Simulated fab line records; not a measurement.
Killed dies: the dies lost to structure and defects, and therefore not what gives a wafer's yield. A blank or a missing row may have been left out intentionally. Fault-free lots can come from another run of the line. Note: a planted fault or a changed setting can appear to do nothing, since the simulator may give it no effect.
A lot that was struck, set against a sound lot :: flow sky130 :: 14 steps out of a route of 708
Sound: wafers L978.3, L978.4, L978.6. Wafers struck: L990.2, L990.5, L990.6. The cause is named last.
At each step with rows: each side's tool, then ch and its chambers, then its first start. Under that, the readings that differ: sound wafers :: struck wafers :: difference of the means :: sigmas: that difference in standard deviations of wafers without a fault.
alike: words and numbers the same on both sides, and readings whose means are apart by under 2 such deviations; not compared: readings that were withheld, readings missing a value for some wafer, numbers with overlapping values and no deviation given by the record, and bounds like >300 which may hide the same value.
The two part at a step that has a row with sigmas, a row that says differs or no value, or rows on one side only. When numbers do not overlap yet have no deviation, they are printed without sigmas and do not part them. A reading missing from all wafers of one side parts the sides only when that side holds two or more wafers.

SKY_NWELL_OVL_MEAS_10:
  sound on overlay-02, day 5 00:34; struck on overlay-01, day 7 14:56
  alike: NWELL_00_OVL
then, 3 steps without rows for these wafers: SKY_NWELL_IMPLANT_11; SKY_NWELL_IMPLANT_12; SKY_NWELL_IMPLANT_13.
SKY_NWELL_STRIP_14: strips in O2/N2.
  sound on plasma-asher-02 ch 0,1, day 5 01:05; struck on plasma-asher-03 ch 0,1, day 7 15:34
  alike: drypump-motor-current-A, o2-flow-sccm, oes-product-au, strip-time-to-endpoint-s
  not compared: rf-hours-counter-h
SKY_NWELL_TW_MEAS_15:
  sound on film-metro-03, day 5 01:10; struck on film-metro-01, day 7 15:41
  alike: NWELL_TW
then, 6 steps without rows for these wafers: SKY_NWELL_DEHYDRATE_16 (time 60 s); SKY_NWELL_HMDS_17 (prime time 60 s); SKY_NWELL_COAT_18 (resist thk 3000 nm); SKY_NWELL_SOFTBAKE_19; SKY_NWELL_EXPOSE_20 (exposes mask NWM COMPLEMENT, target cd 840 nm); SKY_NWELL_PEB_21.
SKY_NWELL_DEVELOP_22: develop time 60 s.
  struck on litho-track-02, day 8 12:00; sound on litho-track-03 ch 0, day 5 20:00
  no value came back on the struck wafers for chill-plate-temp-C (C), develop-time-s (s); on the sound wafers chill-plate-temp-C (C) reads 23.03 23.11 23.06
SKY_NWELL_OVL_MEAS_23:
  sound on overlay-01, day 5 20:10; struck on overlay-01, day 8 12:49
reading: NWELL_01_OVL (nm)
sound: -0.7 0.7 -1.6
struck: - - -
difference: no value on the struck wafers
sigmas: 

WHERE THEY PART
Last at SKY_NWELL_OVL_MEAS_23 as far as this record goes, first at SKY_NWELL_DEVELOP_22.

WHY: the cause the simulator had injected
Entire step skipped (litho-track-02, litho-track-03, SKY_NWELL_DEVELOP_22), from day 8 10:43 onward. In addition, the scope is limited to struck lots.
